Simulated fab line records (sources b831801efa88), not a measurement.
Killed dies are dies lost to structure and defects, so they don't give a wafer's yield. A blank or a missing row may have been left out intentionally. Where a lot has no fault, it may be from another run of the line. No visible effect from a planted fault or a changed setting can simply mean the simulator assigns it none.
fab line records	flow sky130
record: lots: 7	wafers: 19	last_day: 50
route steps=708 shown DNWELL@35 PWDE@45 PAD_OPEN@708
lots that met no fault: from a run of the same line without faults
start_h: the number of hours between the record's first day and the start of the first shown wafer of the lot	wait_h: time in hours since the lot's previous step	" same as the row above	L1.1+2: a row that stands for several wafers	- either no value or no given start	* or withheld: withheld	< > ~ a bound
route shown NAME@n: names a module that has steps shown in the file, with the first one's number in the route	usual: mean/standard deviation taken from wafers without a fault	same: alike in all rows	chamber/n: place in a boat	sites: the reading at each site	_std_site: their standard deviation	_edge_site: inner sites' mean taken away from outer sites' mean	radius_mm: how far each site lies from the wafer's centre	mask NAME#n: copy n	behind: the last tool/chamber to shape the wafer	hold: why the lot went on hold/how many hours it stayed there/how the hold came to an end	device: the transistor (n, p or np) that didn't switch	end of line: the same wafers' tests at the end of the route	step lacking rows: just its recipe	killed: at the first sort, the dies lost to defects and structure; wafer yield is something else	map: dies across one wafer; x = killed, . = not, _ = none there
set.NAME: the setting that was run; set.NAME@STEP: the one run at that earlier step	model.NAME: the simulator's own value behind a step, which no gauge read
a table for each step, a row for each wafer; lots at some steps of the route
services: a tool's chamber out of use, with start hour (start_h, from the record's first day; less than 0 if before it), hours out, and reason
== steps ==
step: SKY_DNWELL_DEHYDRATE_00
recipe: temp_c: 200	time_s: 60
step: SKY_DNWELL_HMDS_01
recipe: prime_time_s: 60	prime_temp_c: 120
step: SKY_DNWELL_COAT_02
recipe: spin_rpm: 2000	resist_thk_nm: 3000
step: SKY_DNWELL_SOFTBAKE_03
recipe: temp_c: 110	time_s: withheld
step: SKY_DNWELL_EXPOSE_04
recipe: mask_id: DNM	na: 0.57	target_cd_nm: 3000	dose_mj: 222
step: SKY_DNWELL_PEB_05
recipe: temp_c: 115	time_s: withheld
step: SKY_DNWELL_DEVELOP_06
recipe: wall_angle_deg: 90	developer: TMAH	develop_time_s: 60	dev_temp_c: 23
step: SKY_DNWELL_IMPLANT_07
recipe: species: P	energy_kev: withheld	dose_cm2: withheld	tilt_deg: withheld
step: SKY_DNWELL_STRIP_08
recipe: chemistry: O2/N2	power_w: 1400	pressure_mtorr: 1500	platen_temp_c: withheld	o2_flow_sccm: 3000	n2_flow_sccm: 300	overash_fraction: 0.5
usual: drypump_motor_current_A: 5.8/0.61	oes_product_au: 0.722/0.0042	strip_time_to_endpoint_s: 36.92/0.093
same: overash_fraction: 0.5
lot.wafer	tool	chamber	start_h	wait_h	drypump_motor_current_A	oes_product_au	rf_hours_counter_h	strip_time_to_endpoint_s
L916.2	plasma_asher-01	0	67.46	0.1	5.3	0.721	39	36.88
L916.4	"	0	"	"	5.3	0.725	-	36.94
L916.5	"	0	"	"	5.3	0.721	-	36.94
L922.2	plasma_asher-04	0	98.94	0.1	6.1	0.721	30	37.04
L922.3	"	1	"	"	5.2	0.724	-	37.01
L922.6	"	0	"	"	6.1	0.719	-	37.12
L927.2	plasma_asher-04	1	128.63	0.1	5.2	0.727	34	36.90
L927.5	"	1	"	"	5.2	0.719	-	36.85
L928.2	plasma_asher-01	0	135.41	0.1	5.3	0.718	43	36.78
L928.6	"	0	"	"	5.3	0.722	-	36.78
L929.3	plasma_asher-03	1	141.07	0.1	6.5	0.725	-	36.88
L929.4	"	0	"	"	5.2	0.723	-	36.93
L929.6	"	0	"	"	5.2	0.727	-	36.93
L933.1	plasma_asher-03	1	169.43	0.1	6.5	0.714	5	36.91
L933.2	"	0	"	"	5.2	0.728	5	36.85
L933.4	"	0	"	"	5.2	0.721	-	36.84
L936.1	plasma_asher-01	1	175.49	0.1	6.6	0.717	47	36.96
L936.4	"	0	"	"	5.3	0.722	-	36.94
L936.6	"	0	"	"	5.3	0.721	-	36.82
step: SKY_DNWELL_TW_MEAS_09
usual: DNWELL_TW: 1103/14
lot.wafer	tool	chamber	start_h	wait_h	DNWELL_TW
L916.2	film_metro-03	-	67.57	0.1	1087
L916.4	"	-	"	"	1082
L916.5	"	-	"	"	1085
L922.2	film_metro-03	-	99.05	0.1	1083
L922.3	"	-	"	"	1090
L922.6	"	-	"	"	1097
L927.2	film_metro-03	-	128.74	0.1	1099
L927.5	"	-	"	"	1092
L928.2	film_metro-01	-	135.52	0.1	1117
L928.6	"	-	"	"	1114
L929.3	film_metro-02	-	141.16	0.1	1101
L929.4	"	-	"	"	1102
L929.6	"	-	"	"	1107
L933.1	film_metro-01	-	169.53	0.1	1132
L933.2	"	-	"	"	1138
L933.4	"	-	"	"	1130
L936.1	film_metro-03	-	175.59	0.1	1095
L936.4	"	-	"	"	1085
L936.6	"	-	"	"	1089
step: SKY_PWDE_DEHYDRATE_00
recipe: temp_c: 200	time_s: 60
step: SKY_PWDE_HMDS_01
recipe: prime_time_s: 60	prime_temp_c: 120
step: SKY_PWDE_COAT_02
recipe: spin_rpm: 2000	resist_thk_nm: 3000
lot.wafer	tool	chamber	start_h	wait_h	model.coat_of_PWDE_COAT_02.thk_nm
L916.2	litho_track-04	0	74.73	0.1	2988
L916.4	"	0	"	"	2987
L916.5	"	0	"	"	2985
L922.2	litho_track-01	0	107.48	0.1	2998
L922.3+6	"	0	"	"	2994
L927.2	litho_track-04	0	137.38	0.1	3017
L927.5	"	0	"	"	1088
L928.2	litho_track-04	0	144.03	0.1	3019
L928.6	"	0	"	"	1088
L929.3	litho_track-04	0	149.81	0.1	2993
L929.4	"	0	"	"	3007
L929.6	"	0	"	"	1081
L933.1	litho_track-01	0	179.46	0.1	2989
L933.2	"	0	"	"	2995
L933.4	"	0	"	"	3006
L936.1	litho_track-03	0	185.53	0.1	3010
L936.4	"	0	"	"	3000
L936.6	"	0	"	"	2999
step: SKY_PWDE_SOFTBAKE_03
recipe: temp_c: 110	time_s: withheld
step: SKY_PWDE_EXPOSE_04
recipe: mask_id: PWDEM	na: 0.6	source_shape: conventional	sigma_outer: 0.6	polarization: unpolarized	target_cd_nm: 840	dose_mj: 214
step: SKY_PWDE_PEB_05
recipe: temp_c: 115	time_s: withheld
step: SKY_PWDE_DEVELOP_06
recipe: wall_angle_deg: 90	developer: TMAH	develop_time_s: 60	dev_temp_c: 23
usual: developer_temp_C: 23.01/0.12
lot.wafer	tool	chamber	start_h	wait_h	developer_temp_C	model.coat_of_PWDE_COAT_02.thk_nm
L916.2	litho_track-04	0	-	-	23.15	2983
L916.4	"	0	"	"	23.20	2983
L916.5	"	0	"	"	23.03	2981
L922.2	litho_track-04	0	-	-	23.01	2993
L922.3	"	0	"	"	22.98	2989
L922.6	"	0	"	"	22.89	2990
L927.2	litho_track-03	0	-	-	23.19	3013
L927.5	"	0	"	"	22.90	1084
L928.2	litho_track-03	0	-	-	22.96	3014
L928.6	"	0	"	"	22.86	1084
L929.3	litho_track-01	0	-	-	23.09	2989
L929.4	"	0	"	"	23.07	3002
L929.6	"	0	"	"	23.05	1077
L933.1	litho_track-03	0	-	-	22.75	2985
L933.2	"	0	"	"	22.78	2991
L933.4	"	0	"	"	22.79	3001
L936.1	litho_track-04	0	-	-	23.12	3005
L936.4	"	0	"	"	23.28	2995
L936.6	"	0	"	"	23.20	2995
step: SKY_PWDE_OVL_MEAS_07
usual: PWDE_OVL: -0.5/1.3
lot.wafer	tool	chamber	start_h	wait_h	PWDE_OVL[nm]
L916.2	overlay-01	-	83.16	-	-0.4
L916.4	"	-	"	"	-1.6
L916.5	"	-	"	"	-1.0
L922.2	overlay-02	-	116.51	-	0.8
L922.3	"	-	"	"	0.5
L922.6	"	-	"	"	-2.5
L927.2	overlay-02	-	146.59	-	-2.2
L927.5	"	-	"	"	-0.4
L928.2	overlay-01	-	153.64	-	1.6
L928.6	"	-	"	"	3.2
L929.3	overlay-01	-	159.97	-	0.7
L929.4	"	-	"	"	-1.3
L929.6	"	-	"	"	1.2
L933.1	overlay-02	-	190.03	-	-2.5
L933.2	"	-	"	"	-1.7
L933.4	"	-	"	"	-0.7
L936.1	overlay-02	-	196.51	-	1.8
L936.4	"	-	"	"	0.5
L936.6	"	-	"	"	-0.3
step: SKY_PWDE_IMPLANT_08
recipe: species: B	energy_kev: 150	dose_cm2: 3.6e+12	tilt_deg: withheld
step: SKY_PWDE_STRIP_09
recipe: chemistry: O2/N2	power_w: 1400	pressure_mtorr: 1500	platen_temp_c: withheld	o2_flow_sccm: 3000	n2_flow_sccm: 300	overash_fraction: 0.5
usual: drypump_motor_current_A: 5.7/0.51	oes_product_au: 0.723/0.0046	strip_time_to_endpoint_s: 36.92/0.099
same: overash_fraction: 0.5
lot.wafer	tool	chamber	start_h	wait_h	drypump_motor_current_A	oes_product_au	rf_hours_counter_h	strip_time_to_endpoint_s
L916.2	plasma_asher-02	0	83.34	0.1	6.1	0.718	39	36.75
L916.4	"	0	"	"	6.1	0.724	-	36.77
L916.5	"	1	"	"	5.1	0.724	-	36.73
L922.2	plasma_asher-04	0	116.69	0.1	6.1	0.726	33	36.89
L922.3	"	1	"	"	5.2	0.722	-	36.84
L922.6	"	0	"	"	6.1	0.724	-	36.84
L927.2	plasma_asher-04	0	146.77	0.1	6.1	0.727	36	37.11
L927.5	"	0	"	"	6.2	0.722	-	14.51
L928.2	plasma_asher-04	1	153.82	0.1	5.2	0.725	37	37.14
L928.6	"	0	"	"	6.1	0.719	-	14.51
L929.3	plasma_asher-02	0	160.18	0.1	6.1	0.722	-	36.84
L929.4	"	1	"	"	5.2	0.729	-	36.99
L929.6	"	1	"	"	5.1	0.722	-	14.42
L933.1	plasma_asher-04	1	190.22	0.1	5.2	0.722	40	36.77
L933.2	"	0	"	"	6.1	0.719	40	36.87
L933.4	"	0	"	"	6.1	0.721	-	36.97
L936.1	plasma_asher-02	0	196.69	0.1	6.1	0.723	52	37.03
L936.4	"	1	"	"	5.2	0.723	-	36.90
L936.6	"	1	"	"	5.1	0.728	-	36.89
step: SKY_PWDE_TW_MEAS_10
usual: PWDE_TW: 370/4
lot.wafer	tool	chamber	start_h	wait_h	PWDE_TW
L916.2	film_metro-02	-	83.45	0.1	373
L916.4	"	-	"	"	370
L916.5	"	-	"	"	372
L922.2	film_metro-01	-	116.80	0.1	375
L922.3	"	-	"	"	374
L922.6	"	-	"	"	374
L927.2	film_metro-03	-	146.88	0.1	364
L927.5	"	-	"	"	367
L928.2	film_metro-01	-	153.93	0.1	375
L928.6	"	-	"	"	376
L929.3	film_metro-01	-	160.26	0.1	376
L929.4	"	-	"	"	375
L929.6	"	-	"	"	376
L933.1	film_metro-03	-	190.32	0.1	364
L933.2	"	-	"	"	367
L933.4	"	-	"	"	364
L936.1	film_metro-02	-	196.79	0.1	373
L936.4	"	-	"	"	373
L936.6	"	-	"	"	371
step: SKY_PAD_OPEN_PROBE_99
usual: killed_at_M0_to_M3: 43/7.2	killed_at_M4_up: 3.3/1.8	killed_at_contacts: 23/5.5	killed_at_front_end: 16/5.1	killed_at_other: 0.4/0.65	killed_dies: 85/10	killed_on_rim: 17/4.3	killed_open: 46/7.1	killed_short: 38/7.2
same: gross_dies: 492	killed_at_back_side: 0
lot.wafer	tool	chamber	start_h	wait_h	killed_at_M0_to_M3	killed_at_M4_up	killed_at_contacts	killed_at_front_end	killed_at_other	killed_dies	killed_on_rim	killed_open	killed_short
L916.2	prober-02	-	1105.87	0.1	52	6	22	11	0	91	16	47	44
L916.4	prober-02	-	1105.97	0.2	43	5	25	12	1	86	15	43	43
L916.5	prober-02	-	1106.02	0.2	59	6	21	15	0	101	19	56	43
L922.2	prober-02	-	1123.03	0.1	44	4	28	14	0	90	20	49	39
L922.3	prober-02	-	1123.08	0.2	41	3	17	25	1	87	17	42	41
L922.6	prober-02	-	1123.23	0.2	63	6	27	16	0	112	25	52	59
L927.2	prober-01	-	1155.84	0.1	54	2	22	15	1	94	20	53	40
L927.5	prober-01	-	1155.99	0.2	44	3	24	356	1	428	58	47	41
L928.2	prober-02	-	1157.48	0.1	31	2	28	17	0	78	10	45	33
L928.6	prober-02	-	1157.68	0.2	42	5	17	359	0	423	65	41	35
L929.3	prober-01	-	1165.63	0.2	44	5	27	8	0	84	16	56	28
L929.4	prober-01	-	1165.68	0.2	38	5	18	7	1	69	17	43	25
L929.6	prober-01	-	1165.78	0.2	54	1	25	363	0	443	69	54	35
L933.1	prober-02	-	1189.35	0.1	47	7	22	10	1	87	15	41	46
L933.2	prober-02	-	1189.40	0.1	50	2	21	16	0	89	19	56	32
L933.4	prober-02	-	1189.50	0.2	34	2	21	19	0	76	17	47	27
L936.1	prober-02	-	1193.13	0.1	47	2	19	29	0	97	25	47	49
L936.4	prober-02	-	1193.28	0.2	42	3	25	11	0	81	15	44	37
L936.6	prober-02	-	1193.38	0.2	37	1	16	10	0	64	15	38	25
killed by level:class
L916.2 VIA3:geometric_particle:open=10 VIA2:geometric_particle:open=9 CONTACT:geometric_particle:open=7 METAL2:geometric_particle:short=7 VIA1:geometric_particle:open=6 LI_CONTACT:geometric_particle:open=5 CONTACT:geometric_particle:short=5 METAL1:geometric_particle:short=5
L916.4 VIA1:geometric_particle:open=14 CONTACT:geometric_particle:open=9 METAL2:geometric_particle:short=7 LI_CONTACT:geometric_particle:open=7 LI_CONTACT:geometric_particle:short=5 VIA3:geometric_particle:open=4 METAL1:geometric_particle:short=4 VIA1:geometric_particle:short=4
L916.5 VIA1:geometric_particle:open=19 VIA1:geometric_particle:short=9 CONTACT:geometric_particle:open=6 LI_CONTACT:geometric_particle:open=6 METAL1:geometric_particle:short=6 VIA3:geometric_particle:open=6 VIA3:geometric_particle:short=5 VIA2:geometric_particle:open=5
L922.2 VIA1:geometric_particle:open=11 VIA2:geometric_particle:open=9 CONTACT:geometric_particle:open=9 METAL2:geometric_particle:short=9 LI_CONTACT:geometric_particle:open=8 POLY_GATE:geometric_particle:short=6 LOCAL_INTERCONNECT:geometric_particle:short=4 CONTACT:geometric_particle:short=4
L922.3 CONTACT:geometric_particle:open=10 METAL2:geometric_particle:short=8 VIA1:geometric_particle:short=6 VIA1:geometric_particle:open=6 FIELD_ISO:geometric_particle:short=5 VIA3:geometric_particle:open=5 FIELD_ISO:geometric_particle:open=4 POLY_GATE:geometric_particle:short=4
L922.6 LI_CONTACT:geometric_particle:open=12 VIA3:geometric_particle:open=11 METAL1:geometric_particle:short=9 METAL2:geometric_particle:short=8 VIA1:geometric_particle:open=7 CONTACT:geometric_particle:short=7 VIA2:geometric_particle:open=7 VIA3:geometric_particle:short=5
L927.2 CONTACT:geometric_particle:open=11 METAL1:geometric_particle:short=10 VIA1:geometric_particle:open=10 VIA1:geometric_particle:short=8 VIA3:geometric_particle:open=7 FIELD_ISO:geometric_particle:open=5 LI_CONTACT:geometric_particle:open=5 METAL3:geometric_particle:short=4
L927.5 PWDE:area_expose=340 CONTACT:geometric_particle:open=12 VIA1:geometric_particle:open=8 VIA3:geometric_particle:open=8 VIA1:geometric_particle:short=6 LI_CONTACT:geometric_particle:open=6 METAL2:geometric_particle:short=6 POLY_GATE:geometric_particle:short=5
L928.2 CONTACT:geometric_particle:open=10 VIA1:geometric_particle:open=10 LI_CONTACT:geometric_particle:open=8 LOCAL_INTERCONNECT:geometric_particle:short=5 FIELD_ISO:geometric_particle:open=4 FIELD_ISO:geometric_particle:short=4 METAL2:geometric_particle:short=4 VIA2:geometric_particle:short=3
L928.6 PWDE:area_expose=346 METAL2:geometric_particle:short=9 VIA1:geometric_particle:open=9 VIA2:geometric_particle:open=8 LI_CONTACT:geometric_particle:open=6 CONTACT:geometric_particle:open=5 POLY_GATE:geometric_particle:short=4 METAL1:geometric_particle:short=4
L929.3 CONTACT:geometric_particle:open=13 VIA2:geometric_particle:open=10 VIA1:geometric_particle:open=9 VIA1:geometric_particle:short=7 LI_CONTACT:geometric_particle:open=4 CONTACT:geometric_particle:short=4 VIA3:geometric_particle:open=4 POLY_GATE:geometric_particle:open=3
L929.4 VIA1:geometric_particle:open=10 CONTACT:geometric_particle:open=7 VIA2:geometric_particle:open=5 VIA1:geometric_particle:short=4 METAL2:geometric_particle:open=4 VIA3:geometric_particle:open=4 POLY_GATE:geometric_particle:open=3 LI_CONTACT:geometric_particle:open=3
L929.6 PWDE:area_expose=353 VIA1:geometric_particle:open=18 CONTACT:geometric_particle:open=8 VIA3:geometric_particle:open=8 CONTACT:geometric_particle:short=6 VIA2:geometric_particle:open=6 METAL2:geometric_particle:short=6 LI_CONTACT:geometric_particle:open=5
L933.1 METAL1:geometric_particle:short=11 CONTACT:geometric_particle:open=10 VIA1:geometric_particle:open=9 VIA3:geometric_particle:open=6 METAL2:geometric_particle:short=6 LOCAL_INTERCONNECT:geometric_particle:short=5 POLY_GATE:geometric_particle:short=4 VIA1:geometric_particle:short=4
L933.2 VIA1:geometric_particle:open=16 CONTACT:geometric_particle:open=8 VIA3:geometric_particle:open=8 VIA2:geometric_particle:open=7 POLY_GATE:geometric_particle:open=5 LI_CONTACT:geometric_particle:open=5 LOCAL_INTERCONNECT:geometric_particle:short=4 METAL1:geometric_particle:short=4
L933.4 VIA1:geometric_particle:open=15 CONTACT:geometric_particle:open=7 LI_CONTACT:geometric_particle:open=6 FIELD_ISO:geometric_particle:open=5 LOCAL_INTERCONNECT:geometric_particle:short=5 VIA2:geometric_particle:open=5 FIELD_ISO:geometric_particle:short=3 SPACER:geometric_particle:open=3
L936.1 FIELD_ISO:geometric_particle:short=10 METAL1:geometric_particle:short=8 FIELD_ISO:geometric_particle:open=7 CONTACT:geometric_particle:open=7 VIA1:geometric_particle:open=7 VIA2:geometric_particle:open=6 LOCAL_INTERCONNECT:geometric_particle:short=5 VIA1:geometric_particle:short=5
L936.4 CONTACT:geometric_particle:open=7 LI_CONTACT:geometric_particle:open=7 VIA1:geometric_particle:open=7 VIA2:geometric_particle:open=6 VIA3:geometric_particle:open=5 LOCAL_INTERCONNECT:geometric_particle:short=5 VIA3:geometric_particle:short=5 METAL1:geometric_particle:short=5
L936.6 VIA1:geometric_particle:open=11 CONTACT:geometric_particle:open=8 METAL1:geometric_particle:short=7 VIA2:geometric_particle:short=5 VIA2:geometric_particle:open=4 POLY_GATE:geometric_particle:open=3 LOCAL_INTERCONNECT:geometric_particle:short=3 CONTACT:geometric_particle:short=3
map L927.5 (x killed, . not)
__________xx.x.x.x.._________
________x.xxxxx.xxx.xx_______
______xxx.xxxxxxxxxxxx.._____
_____.xxxxxxx.xxxxxxxxx..____
____xxxxxxxxxxxxxxxxxxxx.x___
___.xxxxxxxxxxxxxxxxxxxxxxx__
__xxxxxxxxxxxxxxxxxxxxxxxx.._
_xxxxxxxxxxxxxxxxxxxxxxxx.xxx
_x.xxxxxxxxxxxxxxxxxxxxxxxxxx
_xxxx.xxxxxxxxxxxxxxxxxxx..x.
_x..xxxxxxxxxxxxxxxxxxxxxx.xx
_xxxxxxxxxxxxxxxxxxxxxxxxxxxx
_.xxxxxxxxxxxxxxxxxxxxxx.xx.x
_xxxxxxxxxxxxxxxxxxxxxxxx.x.x
_x.xxxxxxxxxxxxxxxxxxxxxxxxxx
__x.xxxxxxxxxxxxxxxxxxxxx..._
___x.xxxxxxxxxxxxxxxxxxxx..__
____x..xxxxxxxxxxxxxxxxxxx___
_____xxxxxxx.xxxxxxxx.x.x____
______x....xxx.xxx.x.xx._____
________..xxxx.x.xx..x_______
__________xxxx.xx..._________
map L928.6 (x killed, . not)
__________x..x.x.xx._________
________.xxxxxxxxxxxxx_______
______xxxxxxxxxxxxxxxx.x_____
_____x...xx.xxxxxxxxxxxxx____
____xx.xxxxxxxxxxxxxxxxxxx___
___...xxxxxxxxxxxxxxxxxx.xx__
__xxxxxxxxxxxxxxxxxxxxxxxxxx_
_xxxxx.xxxxxxxxxxxxxxxxxxxxxx
_..xx.xxxxxxxxxxxxxxxxxxxxxxx
_.xx.xxxxxxxxxxxxxxxxxxxxxxxx
_x....xxxxxxxxxxxxxxxxxxxxxxx
_..x.xxxxxxxxxxxxxxxxxxxxx.xx
_..xx.xxxxxxxxxxxxxxxxxxxxxxx
_..xxxxxxxxxxxxxxxxxxxxxxxxxx
_x.x.x.xxxx.x.xxxxxxxxxxxx.x.
__xx.x..xxxxxxxxxxxxxxxxxxxx_
___..xxxxxxxxxxxxxxxxxxxxxx__
____..xxxxxxxxxxxxxxxxxxxx___
_____....xxxxxx.xxxxxxxx.____
______xxxx..xx.xxxxxx.xx_____
________.x.....xxxxxxx_______
__________..xxxx.x.x_________
== services ==
tool	chamber	start_h	hours	kind
plasma_asher-02	-	64.14	14.6	pm
plasma_asher-03	-	73.07	3.5	repair
plasma_asher-01	-	85.26	33.3	repair
plasma_asher-03	-	89.89	2.8	pm
plasma_asher-03	-	108.75	9.0	pm
plasma_asher-03	0	108.75	9.0	vent_cycle
plasma_asher-03	1	108.75	9.0	vent_cycle
plasma_asher-03	0	117.75	-	clean
plasma_asher-03	1	117.75	-	clean
plasma_asher-03	-	155.63	0.4	repair
plasma_asher-04	-	186.13	0.6	repair
plasma_asher-03	-	187.49	3.5	repair
plasma_asher-03	-	189.19	2.4	repair
plasma_asher-04	-	192.27	1.3	repair
== key ==
first_sign: step: SKY_PWDE_STRIP_09	reading: strip_time_to_endpoint_s	direction: down	sigmas: 99+	usual: *	struck: *
effect: step: SKY_PAD_OPEN_PROBE_99	reading: killed_at_front_end	direction: up	sigmas: 67	usual: 16	struck: 359
model_effect: step: SKY_PWDE_COAT_02	value: coat_of_PWDE_COAT_02.thk_nm	without: 3008	struck: 1086
model_effect: step: SKY_PWDE_DEVELOP_06	value: coat_of_PWDE_COAT_02.thk_nm	without: 3003	struck: 1081
more_kills_born_at: SKY_PWDE_EXPOSE_04@iline_stepper-01: 699	SKY_PWDE_EXPOSE_04@iline_stepper-02: 340
met_at SKY_PWDE_COAT_02
struck_wafers L927.5,L928.6,L929.6
tester_left_out L927,L928,L929
onset_between 74.73 137.38
fault: kind: process_parameter_drift	tool: litho_track-04	chamber: -	onset_h: 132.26	steps: SKY_PWDE_COAT_02	channel: resist_thk_nm	offset: -1917.2	shape: step	end_h: 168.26	scope: struck_wafers_only	acts_in: these_recipes_only	stated: 3000
tester_left_out: of these lots the tester's yield and bins aren't shown, on N5 and GAA mostly nor the transistor test; their killed dies are dies lost to structure and defects alone, not to doping, threshold or leakage, so they don't give the yield
